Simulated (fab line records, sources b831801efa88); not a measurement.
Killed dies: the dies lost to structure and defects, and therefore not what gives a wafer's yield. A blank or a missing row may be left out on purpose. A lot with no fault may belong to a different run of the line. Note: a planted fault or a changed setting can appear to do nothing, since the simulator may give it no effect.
Comparing a struck lot with a sound one + flow sky130 + 15 steps out of a route of 708
Sound: wafers L698.1, L698.2, L698.5. Wafers L697.2, L697.3, L697.6 were the ones struck. Last of all comes the cause.
Each step with rows lists, per side, the tool, then ch with its chambers, then its first start. Under that, the readings that differ: sound wafers + struck wafers + difference of the means + sigmas: that difference in standard deviations of wafers without a fault.
alike: same words and numbers on both sides, and readings whose means sit less than 2 such deviations apart. not compared: any withheld reading, any reading some wafer has no value for, any bound like >300 that may hide the same value, and any number with overlapping values for which the record gives no deviation.
Wherever a step has rows on one side only, a row that says differs or no value, or a row with sigmas, the two part there. Numbers that have no deviation but don't overlap get no sigmas and don't part them. A reading missing from all wafers of one side parts the sides only when that side holds two or more wafers.

first, 3 steps without rows for these wafers: SKY_RES_PROTECT_PEB_05; SKY_RES_PROTECT_DEVELOP_06 (develop time 60 s); SKY_POLY_GATE_IMPLANT_02.
SKY_RES_PROTECT_STRIP_07: strips in O2/N2.
  sound on plasma_asher-03 ch 0,1, day 19 20:14; struck on plasma_asher-02 ch 0,1, day 18 14:50
  alike: drypump_motor_current_A, oes_product_au, strip_time_to_endpoint_s
  not compared: rf_hours_counter_h
SKY_RES_PROTECT_TW_MEAS_08:
  struck on film_metro-02, day 18 14:56; sound on film_metro-03, day 19 20:20
  alike: POLY_GATE_TW
then, 2 steps without rows for these wafers: SKY_RES_PROTECT_CLEAN_09 (cleans in SC1/SC2, time 150 s); SKY_POLY_GATE_CVD_03 (deposits Si3N4 from DCS/NH3, target thk 75 nm, time 1290 s).
SKY_POLY_GATE_THK_MEAS_04:
  struck on film_metro-03, day 18 19:21; sound on film_metro-03, day 19 21:48
| reading                   | sound          | struck         | difference | sigmas |
|---------------------------|----------------|----------------|------------|--------|
| POLY_GATE_CVD_03_THK (nm) | 76.1 75.2 75.5 | 74.4 74.1 73.8 | -1.5       | -2     |
then, 4 steps without rows for these wafers: SKY_POLY_GATE_DEHYDRATE_05 (time 60 s); SKY_POLY_GATE_HMDS_06 (prime time 60 s); SKY_POLY_GATE_COAT_07 (resist thk 110 nm); SKY_POLY_GATE_COAT_08 (resist thk 450 nm).
SKY_POLY_GATE_SOFTBAKE_09: time 90 s.
  sound on litho_track-01 ch 0, day 20 12:00; struck on litho_track-02 ch 0, day 19 10:00
| reading                  | sound             | struck            | difference | sigmas |
|--------------------------|-------------------|-------------------|------------|--------|
| heater_power_total_W (W) | 57.28 57.45 57.32 | 55.84 55.70 55.67 | -1.61      | -13    |
| plate_temp_C (C)         | 99.88 99.94 99.86 | 98.08 98.16 98.17 | -1.76      | -13    |
then, 1 step without rows for these wafers: SKY_POLY_GATE_EXPOSE_10 (exposes mask P1M, target cd 150 nm).
-- the record jumps here: 29 days lie between the struck wafers' starts before and after (it left off in module POLY_GATE and takes up again in module PAD_OPEN, whose first step shown is number 708 of the route) --
SKY_PAD_OPEN_PROBE_99:
  struck on prober-01, day 48 16:18; sound on prober-02, day 49 05:56
  alike: killed_at_M0_to_M3, killed_at_M4_up, killed_at_contacts, killed_at_front_end, killed_at_other, killed_dies, killed_open, killed_short

== WHERE THEY PART ==
Last at SKY_POLY_GATE_SOFTBAKE_09 as far as this record goes, first at SKY_POLY_GATE_THK_MEAS_04. Later steps at which nothing parts them and some readings are alike: SKY_PAD_OPEN_PROBE_99.

WHY: what had been put in by the simulator
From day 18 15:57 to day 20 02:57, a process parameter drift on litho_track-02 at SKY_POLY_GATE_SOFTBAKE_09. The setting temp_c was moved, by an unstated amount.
